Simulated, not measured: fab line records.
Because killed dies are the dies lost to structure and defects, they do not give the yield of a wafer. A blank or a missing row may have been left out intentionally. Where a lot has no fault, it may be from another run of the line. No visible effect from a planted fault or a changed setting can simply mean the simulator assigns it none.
The tool behind it: which one? + flow gf180mcu + 12 lots with 36 wafers sampled at 3 steps, on a route of 602 steps

## WHAT THE GAUGES READ, wafer by wafer
GF_M4_RS_MEAS_05: the measuring method here is four-point-probe. Usual: M4_ALCU_RS typically reads 0.0697 ohm/sq, with standard deviation 0.00077.
| lot  | measured     | on            | M4_ALCU_RS (ohm/sq)  | flag |
|------|--------------|---------------|----------------------|------|
| L568 | day 23 23:12 | film metro-01 | 0.0696 0.0705 0.0694 |      |
| L569 | day 24 05:11 | film metro-04 | 0.0700 0.0711 0.0698 |      |
| L570 | day 24 12:20 | film metro-01 | 0.0703 0.0694 0.0704 |      |
| L572 | day 25 08:13 | film metro-04 | 0.0701 0.0706 0.0712 |      |
| L573 | day 25 14:34 | film metro-03 | 0.0705 0.0712 0.0707 |      |
| L576 | day 26 19:15 | film metro-03 | 0.0699 0.0699 0.0695 |      |
| L580 | day 27 20:53 | film metro-03 | 0.0691 0.0692 0.0695 |      |
| L582 | day 28 11:52 | film metro-03 | 0.0689 0.0689 0.0687 |      |
| L583 | day 28 16:38 | film metro-01 | 0.0690 0.0700 0.0698 |      |
| L585 | day 29 09:38 | film metro-01 | 0.0703 0.0705 0.0695 |      |
| L586 | day 29 20:34 | film metro-04 | 0.0705 0.0718 0.0703 |      |
| L587 | day 30 03:28 | film metro-03 | 0.0702 0.0714 0.0712 |      |

## WHICH TOOL RAN EACH LOT (tool, then ch and the chambers of the sampled wafers, then the start)
| lot  | GF_V3_CVD_23                  | GF_V3_CMP_26                  |
|------|-------------------------------|-------------------------------|
| L568 | cvd w-02 ch 0,1, day 23 22:23 | cmp-02 ch 1,2, day 23 22:40   |
| L569 | cvd w-02 ch 0,1, day 24 04:21 | cmp-01 ch 1,2,3, day 24 04:44 |
| L570 | cvd w-02 ch 0,1, day 24 11:29 | cmp-02 ch 1,2, day 24 11:47   |
| L572 | cvd w-01 ch 0,1, day 25 07:24 | cmp-01 ch 0,1,3, day 25 07:39 |
| L573 | cvd w-02 ch 0,1, day 25 13:45 | cmp-02 ch 1,2, day 25 14:01   |
| L576 | cvd w-01 ch 0,1, day 26 18:26 | cmp-02 ch 1,2,3, day 26 18:47 |
| L580 | cvd w-01 ch 0, day 27 19:58   | cmp-01 ch 0,1,3, day 27 20:22 |
| L582 | cvd w-02 ch 0,1, day 28 11:02 | cmp-02 ch 0,1,3, day 28 11:23 |
| L583 | cvd w-02 ch 0,1, day 28 15:50 | cmp-01 ch 1,2,3, day 28 16:07 |
| L585 | cvd w-01 ch 0,1, day 29 08:50 | cmp-02 ch 0,1, day 29 09:05   |
| L586 | cvd w-01 ch 0,1, day 29 19:43 | cmp-02 ch 2,3, day 29 20:04   |
| L587 | cvd w-02 ch 0,1, day 30 02:39 | cmp-02 ch 0,2,3, day 30 02:56 |
- GF_V3_CVD_23: deposits W, target thk 350 nm, time 104.9 s.
- GF_V3_CMP_26: polishes, stops on SiO2, t overpolish 15 s, target thk 0 nm.

## WHAT THE TOOLS THEMSELVES READ (means of the sampled wafers that have a number; where no wafer has one, the mark that the record gives instead)
GF_V3_CVD_23. Usual: heater power w at 898 W, with a standard deviation of 91.
| lot  | tool     | heater power w (W) | flag |
|------|----------|--------------------|------|
| L568 | cvd w-02 | 876                |      |
| L569 | cvd w-02 | 826                |      |
| L570 | cvd w-02 | 884                |      |
| L572 | cvd w-01 | 888                |      |
| L573 | cvd w-02 | 883                |      |
| L576 | cvd w-01 | 967                |      |
| L580 | cvd w-01 | 1030               |      |
| L582 | cvd w-02 | 846                |      |
| L583 | cvd w-02 | 898                |      |
| L585 | cvd w-01 | 910                |      |
| L586 | cvd w-01 | 971                |      |
| L587 | cvd w-02 | 863                |      |

GF_V3_CMP_26. Usual: motor current A 11.7 A, standard deviation 1.1; overpolish run s 15.000 s, standard deviation 0.0099; time to endpoint s 83 s, standard deviation 3.4.
| lot  | tool   | motor current A (A) | overpolish run s (s) | time to endpoint s (s) | flag |
|------|--------|---------------------|----------------------|------------------------|------|
| L568 | cmp-02 | 13.2                | 15.003               | 84                     |      |
| L569 | cmp-01 | 12.0                | 14.993               | 81                     |      |
| L570 | cmp-02 | 12.8                | 14.998               | 81                     |      |
| L572 | cmp-01 | 11.2                | 15.000               | 84                     |      |
| L573 | cmp-02 | 12.2                | 15.002               | 82                     |      |
| L576 | cmp-02 | 12.2                | 15.000               | 83                     |      |
| L580 | cmp-01 | 10.8                | 15.004               | 78                     |      |
| L582 | cmp-02 | 11.9                | 14.998               | 84                     |      |
| L583 | cmp-01 | 12.2                | 14.994               | 81                     |      |
| L585 | cmp-02 | 11.4                | 15.012               | 84                     |      |
| L586 | cmp-02 | 12.1                | 14.996               | 88                     |      |
| L587 | cmp-02 | 11.7                | 15.004               | 86                     |      |

## THE ANSWER, worked out from the rows above alone
Rule: a lot counts as off when the mean over its wafers that have a number is more than 3 standard deviations away from the usual mean. A lot without any number at a reading at which 4 lots or more have one is off too. The other lots that the step has rows for count as sound. First the gauges in route order, then the tools' own readings, where a lot's mean is used as printed above. The first step at which some lot is off is used, and at that step the reading that is off furthest; a lot without a number counts as furthest.
No lot is off on any of the readings shown, so nothing can be concluded from this.

## WHAT THE SIMULATOR HAD INSERTED
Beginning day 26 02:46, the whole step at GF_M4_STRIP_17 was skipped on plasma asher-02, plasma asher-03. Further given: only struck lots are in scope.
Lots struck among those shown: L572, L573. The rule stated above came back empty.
